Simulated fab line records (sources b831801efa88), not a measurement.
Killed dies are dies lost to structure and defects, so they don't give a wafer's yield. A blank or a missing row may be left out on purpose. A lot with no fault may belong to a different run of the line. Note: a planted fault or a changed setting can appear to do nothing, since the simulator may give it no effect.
Lot-split experiment -- flow sky130 -- 23 wafers read across 5 lots, on a route 708 steps long

== THE SPLIT ITSELF ==
At SKY_CAPM_COAT_07 (resist thk 1140 nm), the setting resist_thk_nm was moved away from the recipe's 1140 nm on 6 of the 23 wafers read, by -4.5% to +5.5%. All remaining wafers had this setting at the recipe value.

== FROM THE SPLIT TO THE READING: what the file shows between them, 3 steps ==
- SKY_CAPM_SOFTBAKE_08: time 60 s
- SKY_CAPM_EXPOSE_09: exposes mask CAPM, target cd 1000 nm
- SKY_CAPM_DEVELOP_11: develop time 60 s

== THE READING ==
CAPM.cd_nm (the simulator's own value, which no gauge read), in nm, at SKY_CAPM_METAL_ETCH_13 (etches TiN in Cl2/BCl3, stops on SiO2, target depth 220 nm, time 62.9 s). The file gives no usual value for it. Across the 17 wafers here that went through the recipe, the average is 999.6 nm and the standard deviation 2 nm.

wafer,"tool, chamber at the split","resist_thk_nm as run, nm",against the recipe,"CAPM.cd_nm, nm",against lot-mates on the recipe
L075.1,"litho_track-03, 0",1140,recipe,996.9,-
L075.2,"litho_track-03, 0",1140,recipe,996.7,-
L075.5,"litho_track-03, 0",1140,recipe,997,-
L076.1,"litho_track-02, 0",1140,recipe,1002,-
L076.5,"litho_track-02, 0",1140,recipe,1002,-
L076.3,"litho_track-02, 0",1140,recipe,998.8,-
L076.4,"litho_track-02, 0",1140,recipe,999.7,-
L076.6,"litho_track-02, 0",1140,recipe,999.9,-
L077.1,"litho_track-03, 0",1089,-4.5%,995.7,-4.0
L077.2,"litho_track-03, 0",1089,-4.5%,993.1,-6.6
L077.3,"litho_track-03, 0",1140,recipe,1000,-
L077.5,"litho_track-03, 0",1140,recipe,997.1,-
L077.6,"litho_track-03, 0",1140,recipe,1002,-
L082.1,"litho_track-04, 0",1197,+5.0%,1007,+5.0
L082.2,"litho_track-04, 0",1140,recipe,1001,-
L082.4,"litho_track-04, 0",1140,recipe,1003,-
L082.5,"litho_track-04, 0",1197,+5.0%,1009,+7.0
L082.6,"litho_track-04, 0",1140,recipe,1002,-
L083.1,"litho_track-03, 0",1203,+5.5%,1006,+7.6
L083.3,"litho_track-03, 0",1203,+5.5%,1002,+3.6
L083.4,"litho_track-03, 0",1140,recipe,998,-
L083.5,"litho_track-03, 0",1140,recipe,999.2,-
L083.6,"litho_track-03, 0",1140,recipe,998.1,-

THE FIT
A straight line over all 23 wafers: CAPM.cd_nm changes by +1.18 nm for each +1% of resist_thk_nm; r = +0.81; the points scatter about the line by 2.2 nm.
The same after taking each lot's own level away (the mean of its wafers on the recipe; 23 wafers): +1.12 nm for each +1%; r = +0.91; scatter 1.3 nm.
According to that fit, moving resist_thk_nm by its largest amount changes the reading by 6.2 nm.
Across the lots, their own levels run from 996.87 to 1002.00 nm, a range of 2.5 times the standard deviation given above.
Hence the lot-to-lot level has little effect on the slope; both slopes agree.
Check: with one of the wafers moved furthest among these (+5.5%) left out of the fit, the line predicts +5.76 nm for it against its lot-mates. It came out at +7.57 nm against them.

== THESE WAFERS: OTHER SPLITS ==
Other splits were also applied to these wafers ahead of the reading. Each is held against what the fit with the lots' levels taken away leaves over:
other split on the same wafers,wafers away from the commonest value,r with CAPM.cd_nm (lot level and that fit taken away)
SKY_CONTACT_COAT_09 resist_thk_nm,6,-0.11
SKY_METAL1_ETCH_18 time_s,4,+0.01
SKY_VIA1_EXPOSE_09 dose_mj,11,-0.24

== THE WHOLE CHAIN: every reading that the file lists as answering this split, in the file's order ==
step,what it does,reading,change (the file's fit),r (the file's)
SKY_CAPM_COAT_07,resist thk 1140 nm,"NOVOLAK_of_CAPM_COAT_07.thk_nm (the simulator's own value, which no gauge read)",+11.7 nm for each +1% of the setting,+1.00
SKY_CAPM_METAL_ETCH_13,"etches TiN in Cl2/BCl3, stops on SiO2, target depth 220 nm, time 62.9 s","CAPM.cd_nm (the simulator's own value, which no gauge read)",+1.1 nm for each +1% of the setting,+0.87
SKY_CAPM_STRIP_14,strips in O2/N2,strip_time_to_endpoint_s,withheld for each +1% of the setting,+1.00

== FILE'S OWN FIT ==
CAPM.cd_nm changes by +1.1 nm for each +1% of resist_thk_nm, r = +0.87.
